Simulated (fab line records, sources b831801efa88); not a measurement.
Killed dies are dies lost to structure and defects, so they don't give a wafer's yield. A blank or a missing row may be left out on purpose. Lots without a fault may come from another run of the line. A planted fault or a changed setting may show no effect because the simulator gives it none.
fab line records | flow sky130
record lots=5 wafers=15 last_day=50
route steps=708 shown VIA1@466 METAL2@483 VIA2@507 PAD_OPEN@708
lots that met no fault: from a run of the same line without faults
start_h: hours from the record's first day to the start of the lot's first wafer shown | wait_h: hours since the lot's step before | " the same as in the row above | L1.1+2: a row that stands for several wafers | - no value, or no start given | * or withheld: withheld | < > ~ a bound
route shown NAME@n: a module of which the file shows steps, and the number in the route of the first | usual: mean/standard deviation of fault-free wafers | same: alike in all rows | chamber/n: place in a boat | sites: the reading at each site | _std_site: their standard deviation | _edge_site: outer sites' mean less inner sites' | radius_mm: how far each site lies from the wafer's centre | mask NAME#n: copy n | behind: the tool/chamber that last shaped the wafer | hold: why the lot was held/for how many hours/how that ended | device: the transistor (n, p or np) that didn't switch | end of line: the same wafers' tests at the end of the route | a step without rows: its recipe alone | killed: dies lost to structure and defects at the first sort, not the wafer's yield | map: a wafer's dies, x killed, . not, _ none there
set.NAME: the setting as run; set.NAME@STEP: as run at that earlier step | model.NAME: the simulator's own value behind a step, which no gauge read
lots at some steps of the route; a table a step, a row a wafer
services: from which hour (start_h, from the record's first day; less than 0 if before it) a tool's chamber was out of use, for how many hours, and why
## steps
# step SKY_VIA1_SOFTBAKE_08
# recipe temp_c=100 time_s=90 resist=KrF-thick
# step SKY_VIA1_EXPOSE_09
# recipe mask_id=VIM na=0.8 source_shape=annular sigma_inner=0.55 sigma_outer=0.85 target_cd_nm=150 dose_mj=38
# step SKY_VIA1_PEB_10
# recipe peb_temp_c=withheld peb_time_s=withheld resist=KrF-thick
# step SKY_VIA1_DEVELOP_11
# recipe develop_time_s=60 resist=KrF-thick dev_temp_c=21.45
# step SKY_VIA1_CD_MEAS_12
# recipe target_cd_nm=150
# usual cd_nm=150.5/1.8
# columns lot.wafer tool chamber start_h wait_h cd_nm
L928.1 cd_sem-02 - 827.86 - 149.5
L928.4 " - " " 151.1
L928.5 " - " " 152.6
L932.1 cd_sem-01 - 861.31 - 149.7
L932.4 " - " " 148.8
L932.5 " - " " 149.2
L938.3 cd_sem-02 - 905.70 - 147.2
L938.4 " - " " 147.3
L938.5 " - " " 147.6
L943.1 cd_sem-02 - 941.61 - 148.9
L943.2 " - " " 149.2
L943.5 " - " " 149.8
L944.3 cd_sem-01 - 948.85 - 151.4
L944.4 " - " " 153.2
L944.5 " - " " 152.0
# step SKY_VIA1_OVL_MEAS_13
# usual VIA1_OVL=-1/5.1
# columns lot.wafer tool chamber start_h wait_h VIA1_OVL[nm]
L928.1 overlay-02 - 827.98 0.1 1
L928.4 " - " " -3
L928.5 " - " " 0
L932.1 overlay-02 - 861.43 0.1 1
L932.4 " - " " 10
L932.5 " - " " 4
L938.3 overlay-01 - 905.80 0.1 7
L938.4 " - " " 9
L938.5 " - " " 6
L943.1 overlay-01 - 941.73 0.1 -10
L943.2 " - " " -7
L943.5 " - " " -10
L944.3 overlay-02 - 948.95 0.1 -1
L944.4 " - " " -3
L944.5 " - " " 0
# step SKY_VIA1_ETCH_14
# recipe chemistry=N2/H2 target=BARC ion_energy_ev=200 source_w=500 bias_w=100 pressure_mtorr=30 n2_flow_sccm=100 h2_flow_sccm=200 stop_on=SiO2 time_s=45.9 target_depth_a=600
# usual drypump_motor_current_A=5.5/0.45 n2_flow_sccm=99.97/0.28 oes_product_au=0.854/0.0044 throttle_valve_pct=13.225/0.0095
# columns lot.wafer tool chamber start_h wait_h drypump_motor_current_A n2_flow_sccm oes_product_au rf_hours_counter_h throttle_valve_pct
L928.1 rie_diel-01 3 828.02 0.0 5.5 100.10 0.858 1 13.227
L928.4 " 1 " " 5.5 99.99 0.857 1 13.227
L928.5 " 3 " " 5.5 100.34 0.856 - 13.222
L932.1 rie_diel-03 0 861.47 0.0 5.0 99.82 0.852 19 13.217
L932.4 " 3 " " 5.6 99.74 0.856 5 13.214
L932.5 " 2 " " 5.9 100.04 0.860 - 13.224
L938.3 rie_diel-03 1 905.82 0.0 5.0 100.34 0.857 15 13.225
L938.4 " 3 " " 5.6 100.08 0.851 7 13.206
L938.5 " 1 " " 5.0 100.36 0.855 - 13.240
L943.1 rie_diel-01 0 941.77 0.0 5.7 99.92 0.852 6 13.222
L943.2 " 2 " " 6.3 100.09 0.854 7 13.221
L943.5 " 1 " " 5.6 99.93 0.862 - 13.240
L944.3 rie_diel-02 1 948.97 0.0 5.6 100.35 0.863 16 13.235
L944.4 " 3 " " 6.4 100.22 0.849 2 13.227
L944.5 " 1 " " 5.6 100.28 0.855 - 13.241
# step SKY_VIA1_ETCH_15
# recipe target=SiO2 chemistry=C4F8/O2/Ar target_depth_nm=351 stop_on=TiN mask_material=KrF-thick source_w=1500 bias_w=1200 pressure_mtorr=40 c4f8_flow_sccm=withheld O2_flow_sccm=6 Ar_flow_sccm=300 time_s=54
# step SKY_VIA1_STRIP_16
# recipe chemistry=O2/N2 power_w=1400 pressure_mtorr=1500 platen_temp_c=withheld o2_flow_sccm=3000 n2_flow_sccm=300 overash_fraction=0.5
# step SKY_VIA1_STRIP_17
# recipe chemistry=post_etch_residue_remover time_s=1200 temp_c=72.5
# step SKY_VIA1_CLEAN_18
# recipe chemistry=IPA time_s=180 temp_c=25
# step SKY_VIA1_CLEAN_19
# recipe chemistry=O3/DIW dry=n2_spin
# step SKY_VIA1_SPUTTER_20
# recipe material=TiN target_thk_nm=20 chamber_pressure_pa=5 power_w=4000 time_s=80
# usual throttle_valve_pct=29.9/1.1
# columns lot.wafer tool chamber start_h wait_h throttle_valve_pct
L928.1 pvd_sputter-01 - 828.73 0.0 31.6
L928.4 " - " " 28.2
L928.5 " - " " 28.9
L932.1 pvd_sputter-01 - 862.15 0.0 31.4
L932.4 " - " " 29.5
L932.5 " - " " 28.1
L938.3 pvd_sputter-04 - 906.51 0.0 30.1
L938.4 " - " " 32.0
L938.5 " - " " 31.8
L943.1 pvd_sputter-01 - 942.45 0.0 31.7
L943.2 " - " " 29.2
L943.5 " - " " 29.5
L944.3 pvd_sputter-01 - 949.69 0.0 31.4
L944.4 " - " " 28.1
L944.5 " - " " 29.2
# step SKY_VIA1_CVD_21
# recipe material=W target_thk_nm=270 time_s=80.902 temp_c=400 pressure_torr=40
# step SKY_VIA1_RS_MEAS_22
# recipe thk_meas_gauge=four-point-probe reads=W_of_VIA1_CVD_21+TiN_of_VIA1_SPUTTER_20
# usual VIA1_W_RS=0.428/0.0041
# columns lot.wafer tool chamber start_h wait_h VIA1_W_RS[ohm/sq]
L928.1 film_metro-03 - 828.88 0.1 0.424
L928.4 " - " " 0.429
L928.5 " - " " 0.431
L932.1 film_metro-02 - 862.30 0.1 0.429
L932.4 " - " " 0.433
L932.5 " - " " 0.434
L938.3 film_metro-02 - 906.70 0.1 0.420
L938.4 " - " " 0.426
L938.5 " - " " 0.431
L943.1 film_metro-03 - 942.70 0.2 0.432
L943.2 " - " " 0.425
L943.5 " - " " 0.432
L944.3 film_metro-02 - 949.88 0.1 0.430
L944.4 " - " " 0.433
L944.5 " - " " 0.431
# step SKY_VIA1_THK_MEAS_23
# recipe thk_meas_gauge=xrf reads=W_of_VIA1_CVD_21
# usual VIA1_W_THK=274/3.4
# columns lot.wafer tool chamber start_h wait_h VIA1_W_THK[nm]
L928.1 film_metro-03 - 829.00 0.1 276
L928.4 " - " " 273
L928.5 " - " " 272
L932.1 film_metro-02 - 862.42 0.1 274
L932.4 " - " " 273
L932.5 " - " " 272
L938.3 film_metro-02 - 906.80 0.1 279
L938.4 " - " " 275
L938.5 " - " " 271
L943.1 film_metro-03 - 942.82 0.1 267
L943.2 " - " " 273
L943.5 " - " " 269
L944.3 film_metro-02 - 949.98 0.1 273
L944.4 " - " " 273
L944.5 " - " " 274
# step SKY_VIA1_CMP_24
# recipe stop_on=SiO2 t_overpolish_s=15 down_force_psi=3.5 platen_rpm=60 target_thk_nm=0 pad_velocity_m_s=0.94248
# step SKY_METAL2_SPUTTER_00
# recipe material=Ti target_thk_nm=15 power_w=3000 time_s=10 chamber_pressure_pa=0.4
# usual throttle_valve_pct=30.1/1
# columns lot.wafer tool chamber start_h wait_h throttle_valve_pct
L928.1 pvd_sputter-03 - 829.36 0.2 30.1
L928.4 " - " " 29.4
L928.5 " - " " 30.1
L932.1 pvd_sputter-02 - 862.78 0.2 29.5
L932.4 " - " " 29.7
L932.5 " - " " 29.0
L938.3 pvd_sputter-04 - 907.14 0.2 32.0
L938.4 " - " " 29.0
L938.5 " - " " 31.8
L943.1 pvd_sputter-04 - 943.18 0.2 31.9
L943.2 " - " " 29.4
L943.5 " - " " 30.2
L944.3 pvd_sputter-02 - 950.32 0.2 29.8
L944.4 " - " " 31.1
L944.5 " - " " 31.0
# step SKY_METAL2_SPUTTER_01
# recipe material=TiN target_thk_nm=20 power_w=6500 time_s=16.7 chamber_pressure_pa=0.4
# step SKY_METAL2_SPUTTER_02
# recipe material=AlCu target_thk_nm=250 power_w=10600 time_s=13.3 chamber_pressure_pa=0.4
# usual throttle_valve_pct=30.1/1
# columns lot.wafer tool chamber start_h wait_h throttle_valve_pct
L928.1 pvd_sputter-03 - 829.41 0.0 30.1
L928.4 " - " " 29.3
L928.5 " - " " 29.9
L932.1 pvd_sputter-02 - 862.83 0.0 29.4
L932.4 " - " " 29.8
L932.5 " - " " 28.9
L938.3 pvd_sputter-04 - 907.19 0.0 31.9
L938.4 " - " " 29.1
L938.5 " - " " 31.5
L943.1 pvd_sputter-04 - 943.23 0.0 31.8
L943.2 " - " " 29.3
L943.5 " - " " 30.2
L944.3 pvd_sputter-02 - 950.37 0.0 29.7
L944.4 " - " " 31.2
L944.5 " - " " 31.1
# step SKY_METAL2_SPUTTER_03
# recipe material=Ti target_thk_nm=5 power_w=3000 time_s=3.3 chamber_pressure_pa=0.4
# usual throttle_valve_pct=30.1/1
# columns lot.wafer tool chamber start_h wait_h throttle_valve_pct
L928.1 pvd_sputter-03 - 829.44 0.0 30.5
L928.4 " - " " 29.3
L928.5 " - " " 30.1
L932.1 pvd_sputter-02 - 862.86 0.0 29.4
L932.4 " - " " 29.9
L932.5 " - " " 29.2
L938.3 pvd_sputter-04 - 907.22 0.0 31.7
L938.4 " - " " 29.1
L938.5 " - " " 32.0
L943.1 pvd_sputter-04 - 943.25 0.0 31.8
L943.2 " - " " 29.0
L943.5 " - " " 30.4
L944.3 pvd_sputter-02 - 950.40 0.0 29.9
L944.4 " - " " 31.1
L944.5 " - " " 31.3
# step SKY_METAL2_SPUTTER_04
# recipe material=TiN target_thk_nm=70 power_w=6500 time_s=58.3 chamber_pressure_pa=0.4
# step SKY_METAL2_RS_MEAS_05
# recipe thk_meas_gauge=four-point-probe reads=TiN_of_METAL2_SPUTTER_04+Ti_of_METAL2_SPUTTER_03+AlCu_of_METAL2_SPUTTER_02+TiN_of_METAL2_SPUTTER_01+Ti_of_METAL2_SPUTTER_00
# usual METAL2_ALCU_RS=0.1274/0.0015
# columns lot.wafer tool chamber start_h wait_h METAL2_ALCU_RS[ohm/sq]
L928.1 film_metro-04 - 829.50 0.0 0.1252
L928.4 " - " " 0.1254
L928.5 " - " " 0.1264
L932.1 film_metro-04 - 862.92 0.0 0.1298
L932.4 " - " " 0.1294
L932.5 " - " " 0.1307
L938.3 film_metro-04 - 907.32 0.1 0.1273
L938.4 " - " " 0.1285
L938.5 " - " " 0.1258
L943.1 film_metro-04 - 943.32 0.0 0.1268
L943.2 " - " " 0.1279
L943.5 " - " " 0.1285
L944.3 film_metro-02 - 950.50 0.1 0.1253
L944.4 " - " " 0.1281
L944.5 " - " " 0.1275
# step SKY_METAL2_THK_MEAS_06
# recipe thk_meas_gauge=xrf reads=AlCu_of_METAL2_SPUTTER_02
# usual METAL2_ALCU_THK=251/3
# columns lot.wafer tool chamber start_h wait_h METAL2_ALCU_THK[nm]
L928.1 film_metro-04 - 829.62 0.1 257
L928.4 " - " " 256
L928.5 " - " " 255
L932.1 film_metro-04 - 863.04 0.1 244
L932.4 " - " " 246
L932.5 " - " " 244
L938.3 film_metro-04 - 907.42 0.1 250
L938.4 " - " " 247
L938.5 " - " " 252
L943.1 film_metro-04 - 943.44 0.1 251
L943.2 " - " " 249
L943.5 " - " " 248
L944.3 film_metro-02 - 950.60 0.1 254
L944.4 " - " " 251
L944.5 " - " " 252
# step SKY_METAL2_DEHYDRATE_07
# recipe temp_c=200 time_s=60
# step SKY_METAL2_HMDS_08
# recipe prime_time_s=60 prime_temp_c=120
# step SKY_METAL2_COAT_09
# recipe resist=BARC temp_c=withheld time_s=withheld spin_rpm=3000 resist_thk_nm=60
# step SKY_METAL2_COAT_10
# recipe resist=KrF-thick spin_rpm=3000 resist_thk_nm=450
# step SKY_METAL2_SOFTBAKE_11
# recipe temp_c=100 time_s=90 resist=KrF-thick
# step SKY_METAL2_EXPOSE_12
# recipe mask_id=MM2 na=0.8 source_shape=annular sigma_inner=0.55 sigma_outer=0.85 target_cd_nm=140 dose_mj=28
# step SKY_METAL2_PEB_13
# recipe peb_temp_c=withheld peb_time_s=withheld resist=KrF-thick
# step SKY_METAL2_DEVELOP_14
# recipe develop_time_s=60 resist=KrF-thick dev_temp_c=21
# step SKY_METAL2_CD_MEAS_15
# recipe target_cd_nm=140
# usual cd_nm=140.2/1.3
# columns lot.wafer tool chamber start_h wait_h cd_nm
L928.1 cd_sem-01 - 855.75 - 138.6
L928.4 " - " " 139.2
L928.5 " - " " 140.3
L932.1 cd_sem-01 - 889.17 - 140.3
L932.4 " - " " 141.5
L932.5 " - " " 141.0
L938.3 cd_sem-01 - 933.05 - 141.3
L938.4 " - " " 142.0
L938.5 " - " " 140.8
L943.1 cd_sem-01 - 968.32 - 138.9
L943.2 " - " " 139.7
L943.5 " - " " 139.9
L944.3 cd_sem-01 - 975.86 - 140.0
L944.4 " - " " 140.6
L944.5 " - " " 141.4
# step SKY_METAL2_OVL_MEAS_16
# usual METAL2_OVL=1/4.6
# columns lot.wafer tool chamber start_h wait_h METAL2_OVL[nm]
L928.1 overlay-02 - 855.87 0.1 5
L928.4 " - " " 3
L928.5 " - " " 5
L932.1 overlay-01 - 889.29 0.1 5
L932.4 " - " " -1
L932.5 " - " " 3
L938.3 overlay-02 - 933.15 0.1 4
L938.4 " - " " 1
L938.5 " - " " 0
L943.1 overlay-01 - 968.44 0.1 2
L943.2 " - " " -6
L943.5 " - " " 2
L944.3 overlay-01 - 975.95 0.1 2
L944.4 " - " " -6
L944.5 " - " " -8
# step SKY_METAL2_DESCUM_17
# recipe chemistry=O2 source_power_w=150 bias_power_w=0 pressure_mtorr=10 temp_c=40 time_s=8
# usual drypump_motor_current_A=5.9/0.43 he_backside_leak_sccm=3.32/0.29 oes_product_au=0.993/0.015
# columns lot.wafer tool chamber start_h wait_h drypump_motor_current_A he_backside_leak_sccm oes_product_au rf_hours_counter_h
L928.1 rie_metal-01 0 855.91 0.0 6.6 3.48 1.004 2
L928.4 " 1 " " 5.3 3.27 0.989 -
L928.5 " 1 " " 5.3 3.38 0.987 -
L932.1 rie_metal-04 1 889.33 0.0 5.6 3.07 0.993 10
L932.4 " 0 " " 6.1 3.62 0.962 -
L932.5 " 0 " " 6.1 3.59 0.967 -
L938.3 rie_metal-01 0 933.18 0.0 6.6 3.39 1.007 -
L938.4 " 1 " " 5.3 3.44 0.999 -
L938.5 " 1 " " 5.3 3.59 0.983 -
L943.1 rie_metal-01 0 968.47 0.0 6.6 3.54 1.010 8
L943.2 " 1 " " 5.4 3.53 0.983 16
L943.5 " 1 " " 5.3 3.32 0.988 -
L944.3 rie_metal-03 1 975.98 0.0 6.1 3.35 1.025 -
L944.4 " 0 " " 5.7 3.12 0.986 -
L944.5 " 1 " " 6.1 3.30 1.005 -
# step SKY_METAL2_ETCH_18
# recipe chemistry=N2/H2 target=BARC ion_energy_ev=200 bias_w=100 pressure_mtorr=30 n2_flow_sccm=100 h2_flow_sccm=200 icp_w=500 stop_on=SiO2 time_s=45.9 target_depth_a=600
# step SKY_METAL2_METAL_ETCH_19
# recipe target_depth_a=3600 stop_on=SiO2 over_etch_frac=0.3245 time_s=78 chemistry=Cl2/BCl3 resist_sidewall_deg=88 pressure_mtorr=10 icp_w=900 bias_w=48.5 Cl2_flow_sccm=60 bcl3_flow_sccm=30
# step SKY_METAL2_STRIP_20
# recipe chemistry=O2/N2 power_w=1400 pressure_mtorr=1500 platen_temp_c=withheld o2_flow_sccm=3000 n2_flow_sccm=300 overash_fraction=0.5
# step SKY_METAL2_STRIP_21
# recipe chemistry=post_etch_residue_remover time_s=1200 temp_c=72.5
# step SKY_METAL2_CLEAN_22
# recipe chemistry=IPA time_s=180 temp_c=25
# step SKY_METAL2_CLEAN_23
# recipe chemistry=O3/DIW dry=n2_spin
# step SKY_VIA2_HDPCVD_00
# recipe material=SiO2 target_thk_nm=1180 sigma_open_frac=0.3 time_s=202.3 temp_c=400 sih4_flow_sccm=60 pressure_mtorr=6
# step SKY_PAD_OPEN_PROBE_99
# usual defect_limited_yield=82.6/1.9 killed_at_M0_to_M3=43/5.9 killed_at_M4_up=2.9/1.5 killed_at_contacts=24/5 killed_at_front_end=15/4.8 killed_at_other=0.2/0.5 killed_dies=86/9.3 killed_open=47/7.1 killed_short=38/6.3 sort_bin_3_pad_short=0.8/0.42 sort_bin_5_function=10.2/1.4 sort_bin_6_memory=6.4/1.1 sort_n_pass=406/9.3 sort_yield_pct=82.6/1.9
# same gross_dies=492 killed_at_back_side=0 sort_bin_4_leakage[%]=0 sort_bin_8_speed[%]=0
# columns lot.wafer tool chamber start_h wait_h defect_limited_yield[%] killed_at_M0_to_M3 killed_at_M4_up killed_at_contacts killed_at_front_end killed_at_other killed_dies killed_open killed_short sort_bin_3_pad_short[%] sort_bin_5_function[%] sort_bin_6_memory[%] sort_n_pass sort_yield_pct[%] model.etest.tester.sort_n_pass model.etest.tester.sort_yield_pct model.etest.tester.sort_bin_5_pct model.etest.tester.sort_bin_3_pct
L928.1 prober-01 - 1101.74 0.1 80.1 50 1 29 18 0 98 60 38 0.8 12.8 6.3 394 80.1 394 80.08 12.8 0.813
L928.4 prober-01 - 1101.89 0.2 85.2 41 2 23 7 0 73 45 28 0 7.9 6.9 419 85.2 419 85.16 7.927 0
L928.5 prober-01 - 1101.94 0.2 85.4 40 1 19 11 1 72 45 27 0.4 10.0 4.3 420 85.4 420 85.37 9.959 0.4065
L932.1 prober-01 - 1132.12 0.1 82.5 44 3 19 20 0 86 47 39 1.2 10.6 5.7 406 82.5 406 82.52 10.57 1.22
L932.4 prober-01 - 1132.27 0.2 78.3 72 3 14 18 0 107 40 39 2.4 12.6 6.7 385 78.3 385 78.25 12.6 2.439
L932.5 prober-01 - 1132.32 0.2 82.3 41 2 24 20 0 87 38 49 0.8 11.2 5.7 405 82.3 405 82.32 11.18 0.813
L938.3 prober-01 - 1165.65 0.2 81.1 41 5 28 19 0 93 55 38 0.6 9.8 8.5 399 81.1 399 81.1 9.756 0.6098
L938.4 prober-01 - 1165.70 0.2 82.3 41 3 27 16 0 87 39 48 1.4 9.8 6.5 405 82.3 405 82.32 9.756 1.423
L938.5 prober-01 - 1165.75 0.2 83.1 49 2 21 11 0 83 50 33 1.0 11.4 4.5 409 83.1 409 83.13 11.38 1.016
L943.1 prober-01 - 1193.52 0.1 81.9 50 3 24 12 0 89 46 43 1.2 10.4 6.5 403 81.9 403 81.91 10.37 1.22
L943.2 prober-01 - 1193.57 0.1 84.3 38 1 26 11 1 77 46 31 0.6 9.1 5.9 415 84.3 415 84.35 9.146 0.6098
L943.5 prober-01 - 1193.72 0.2 85.2 38 4 18 12 1 73 38 35 0.6 7.5 6.7 419 85.2 419 85.16 7.52 0.6098
L944.3 prober-02 - 1194.92 0.2 84.3 39 3 28 7 0 77 42 35 1.2 9.6 4.9 415 84.3 415 84.35 9.553 1.22
L944.4 prober-02 - 1194.97 0.2 81.1 49 1 31 12 0 93 51 42 0.8 9.1 8.9 399 81.1 399 81.1 9.146 0.813
L944.5 prober-02 - 1195.02 0.2 85.0 39 0 25 10 0 74 45 29 1.0 9.1 4.9 418 85.0 418 84.96 9.146 1.016
# killed by level:class
L928.1 VIA1:geometric_particle:open=16 LI_CONTACT:geometric_particle:open=10 CONTACT:geometric_particle:short=8 POLY_GATE:geometric_particle:short=7 VIA3:geometric_particle:open=7 VIA1:geometric_particle:short=7 CONTACT:geometric_particle:open=7 VIA2:geometric_particle:open=6
L928.4 VIA1:geometric_particle:open=13 CONTACT:geometric_particle:open=9 METAL1:geometric_particle:short=6 LI_CONTACT:geometric_particle:open=5 CONTACT:geometric_particle:short=5 VIA1:geometric_particle:short=4 METAL2:geometric_particle:short=3 METAL2:geometric_particle:open=3
L928.5 VIA1:geometric_particle:open=14 CONTACT:geometric_particle:open=12 METAL1:geometric_particle:short=8 POLY_GATE:geometric_particle:open=5 LI_CONTACT:geometric_particle:open=5 METAL2:geometric_particle:short=5 POLY_GATE:geometric_particle:short=3 VIA1:geometric_particle:short=3
L932.1 VIA1:geometric_particle:open=12 CONTACT:geometric_particle:open=7 VIA3:geometric_particle:open=7 FIELD_ISO:geometric_particle:short=6 VIA2:geometric_particle:open=6 CONTACT:geometric_particle:short=5 POLY_GATE:geometric_particle:open=4 LI_CONTACT:geometric_particle:open=4
L932.4 VIA1:unspecified=28 METAL2:geometric_particle:short=9 VIA1:geometric_particle:open=8 FIELD_ISO:geometric_particle:open=6 VIA1:geometric_particle:short=6 VIA2:geometric_particle:open=6 POLY_GATE:geometric_particle:short=5 LI_CONTACT:geometric_particle:open=5
L932.5 FIELD_ISO:geometric_particle:short=8 CONTACT:geometric_particle:open=8 LI_CONTACT:geometric_particle:open=7 METAL2:geometric_particle:short=6 METAL1:geometric_particle:short=5 VIA1:geometric_particle:short=5 VIA2:geometric_particle:short=5 VIA3:geometric_particle:open=5
L938.3 VIA1:geometric_particle:open=14 LI_CONTACT:geometric_particle:open=10 CONTACT:geometric_particle:open=9 METAL1:geometric_particle:short=6 FIELD_ISO:geometric_particle:short=5 VIA3:geometric_particle:open=5 FIELD_ISO:geometric_particle:open=4 POLY_GATE:geometric_particle:short=4
L938.4 CONTACT:geometric_particle:open=9 FIELD_ISO:geometric_particle:short=8 LI_CONTACT:geometric_particle:open=7 VIA1:geometric_particle:open=6 VIA3:geometric_particle:open=6 CONTACT:geometric_particle:short=6 LOCAL_INTERCONNECT:geometric_particle:short=5 METAL1:geometric_particle:short=5
L938.5 VIA1:geometric_particle:open=17 LI_CONTACT:geometric_particle:open=8 VIA1:geometric_particle:short=8 CONTACT:geometric_particle:open=6 VIA3:geometric_particle:open=6 FIELD_ISO:geometric_particle:open=4 METAL2:geometric_particle:short=4 CONTACT:geometric_particle:short=3
L943.1 VIA2:geometric_particle:open=11 VIA1:geometric_particle:open=10 VIA1:geometric_particle:short=9 LI_CONTACT:geometric_particle:open=7 METAL3:geometric_particle:short=7 CONTACT:geometric_particle:short=5 CONTACT:geometric_particle:open=5 FIELD_ISO:geometric_particle:open=4
L943.2 VIA2:geometric_particle:open=12 CONTACT:geometric_particle:open=11 CONTACT:geometric_particle:short=6 VIA1:geometric_particle:open=5 METAL1:geometric_particle:short=4 METAL2:geometric_particle:open=4 POLY_GATE:geometric_particle:short=3 LI_CONTACT:geometric_particle:short=3
L943.5 VIA2:geometric_particle:open=11 CONTACT:geometric_particle:open=10 VIA2:geometric_particle:short=6 FIELD_ISO:geometric_particle:open=4 METAL1:geometric_particle:short=4 FIELD_ISO:geometric_particle:short=3 CONTACT:geometric_particle:short=3 VIA1:geometric_particle:short=3
L944.3 CONTACT:geometric_particle:open=13 LI_CONTACT:geometric_particle:open=9 METAL1:geometric_particle:short=8 VIA1:geometric_particle:open=7 METAL2:geometric_particle:short=5 VIA2:geometric_particle:open=4 VIA3:geometric_particle:open=4 LOCAL_INTERCONNECT:geometric_particle:short=3
L944.4 VIA3:geometric_particle:open=10 LI_CONTACT:geometric_particle:open=9 CONTACT:geometric_particle:open=9 CONTACT:geometric_particle:short=9 VIA1:geometric_particle:open=8 METAL2:geometric_particle:short=7 VIA1:geometric_particle:short=6 METAL1:geometric_particle:open=4
L944.5 CONTACT:geometric_particle:open=13 VIA1:geometric_particle:open=11 FIELD_ISO:geometric_particle:short=5 VIA1:geometric_particle:short=5 VIA2:geometric_particle:open=5 VIA3:geometric_particle:open=5 LI_CONTACT:geometric_particle:open=4 CONTACT:geometric_particle:short=4
# map L932.4 (x killed, . not)
__________........x._________
________............x._______
______.................._____
_____.........xx..x.xx...____
____x....x.....x...x...x..___
___......x.................__
__x.....x.x....x....x......._
_.........x................xx
_...................x......x.
_..x..xx..............x..x...
_..x............x......x.....
_....x......x.x..........x..x
_..........x...x.....x...xxx.
_x......x..xx..x....x.xx.xxxx
_.xx........x.....x...xxxxxxx
__....x..x.......xx.x.xxxxxx_
___.....x.x...........xxxxx__
____...xx............xxxxx___
_____.x....xx..x....x.xxx____
______x......x..x.....x._____
________.......x...x.._______
__________.xx......x_________
# map L943.1 (x killed, . not)
__________.........._________
________.x.x.........._______
______.x..x..........xx._____
_____.....x..x..x.x.x....____
____....xx................___
___.x.x...x..xx...........x__
__x.............x..........._
_.xxx.........x..x....xx..x..
_......x......x.......x..x..x
_..........x...........x.....
_x......x.x.x.....xx......x.x
_.xx..x......x.............x.
_......x........x............
_...x...........x......x.....
_....x....x.....xx..x...xx...
__..x..x.........x......x..._
___.x....xx..x..x.x........__
____.x.....x....x..x.x...x___
_____...x..........x....x____
______x..xx............x_____
________.x....x....xx._______
__________.........x_________
## services
# columns tool chamber start_h hours kind
rie_metal-01 - 814.60 7.1 repair
pvd_sputter-04 1 821.53 - consumable_replace:kit
pvd_sputter-04 1 821.53 18.0 scheduled_down
pvd_sputter-04 1 821.53 18.0 vent_cycle
rie_diel-01 1 824.17 1.9 repair
rie_metal-03 0 836.06 42.8 repair
rie_diel-01 - 837.04 68.4 repair
rie_diel-02 2 843.41 25.8 repair
rie_diel-02 3 848.97 8.6 repair
pvd_sputter-04 - 850.48 5.6 repair
rie_metal-01 - 871.29 2.8 pm
pvd_sputter-01 - 871.98 6.8 repair
rie_diel-01 1 894.80 20.9 repair
pvd_sputter-02 - 900.91 10.6 repair
rie_metal-03 - 907.84 0.2 repair
pvd_sputter-02 0 911.93 - consumable_replace:kit
pvd_sputter-02 0 911.93 18.0 scheduled_down
rie_metal-04 - 919.00 0.5 repair
rie_metal-04 0 920.10 4.3 repair
rie_diel-02 1 926.81 1.6 repair
rie_diel-02 - 959.67 1.7 repair
pvd_sputter-04 0 971.97 - consumable_replace:kit
pvd_sputter-04 0 971.97 18.0 scheduled_down
pvd_sputter-04 0 971.97 18.0 vent_cycle
## key
first_sign step=SKY_PAD_OPEN_PROBE_99 reading=killed_at_M0_to_M3 direction=up sigmas=4.9 usual=43 struck=72
effect step=SKY_PAD_OPEN_PROBE_99 reading=sort_bin_3_pad_short direction=up sigmas=3.9 usual=0.8 struck=2.4
model_effect step=SKY_PAD_OPEN_PROBE_99 value=etest.tester.sort_n_pass without=412 struck=385
met_at SKY_VIA1_SPUTTER_20
struck_wafers L932.4
onset_between 828.73 862.15
fault kind=chamber_particle_source tool=pvd_sputter-01 chamber=- onset_h=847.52 steps=SKY_VIA1_SPUTTER_20 rate_per_visit_cm2=0.94893 end_h=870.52 scope=struck_wafers_only
